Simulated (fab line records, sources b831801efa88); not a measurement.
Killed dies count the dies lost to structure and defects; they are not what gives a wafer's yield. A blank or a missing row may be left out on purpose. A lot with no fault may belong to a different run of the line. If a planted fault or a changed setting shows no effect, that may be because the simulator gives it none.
Matching of chambers | flow sky130 | SKY_VIA2_HDPCVD_00 on hdpcvd-01: 3 sister chambers
The step deposits SiO2, target thk 1180 nm, time 196.7 s. 6 wafers are shown with their chamber, then 8 later ones without.

== WAFERS WITH THEIR CHAMBER ==
wafer  | chamber | runLengthS (s) | pressureMtorr (mTorr)
L790.4 | 2       | 224.3          | 5.991
L790.6 | 0       | 225.4          | 6.007
L791.1 | 2       | 223.4          | 6.024
L791.4 | 1       | 223.8          | 5.976
L791.5 | 0       | 224.5          | 6.003
L792.1 | 1       | 223.9          | 5.985

== WAFERS WHOSE CHAMBER IS MISSING ==
wafer  | runLengthS (s) | pressureMtorr (mTorr)
L792.5 | 224.6          | 5.993
L792.6 | 224.3          | 6.017
L793.2 | 224.0          | 5.999
L793.3 | 224.0          | 5.997
L793.6 | 223.8          | 5.980
L794.1 | 225.1          | 6.000
L794.4 | 223.8          | 5.995
L794.6 | 224.5          | 5.987

== WHICH CHAMBER EACH ONE RAN IN ==
wafer  | from the rows above          | in truth
L792.5 | can't be placed: 0 or 1 or 2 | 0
L792.6 | can't be placed: 2 or 0 or 1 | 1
L793.2 | can't be placed: 2 or 1 or 0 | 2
L793.3 | can't be placed: 2 or 1 or 0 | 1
L793.6 | can't be placed: 1 or 2      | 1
L794.1 | can't be placed: 0 or 2      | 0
L794.4 | can't be placed: 2 or 1 or 0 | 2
L794.6 | can't be placed: 1 or 0 or 2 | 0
0 of 8 placed correctly. Not placeable from these rows: 8 (in 8, the candidates include the true chamber). 0 placed wrongly.
How it was worked out, from the rows above alone: a wafer's distance from a chamber is the root of the sum, over the readings, of the square of ((its reading less the chamber's mean) divided by the reading's scatter). The wafer belongs to the nearest chamber; if the next one is less than 2 further off, it can't be placed. For every chamber, the mean is computed from those of its wafers that are shown. The scatter: take each reading less its chamber's mean, square it, sum over the shown wafers, divide by the number of wafers less the number of chambers, and take the root.
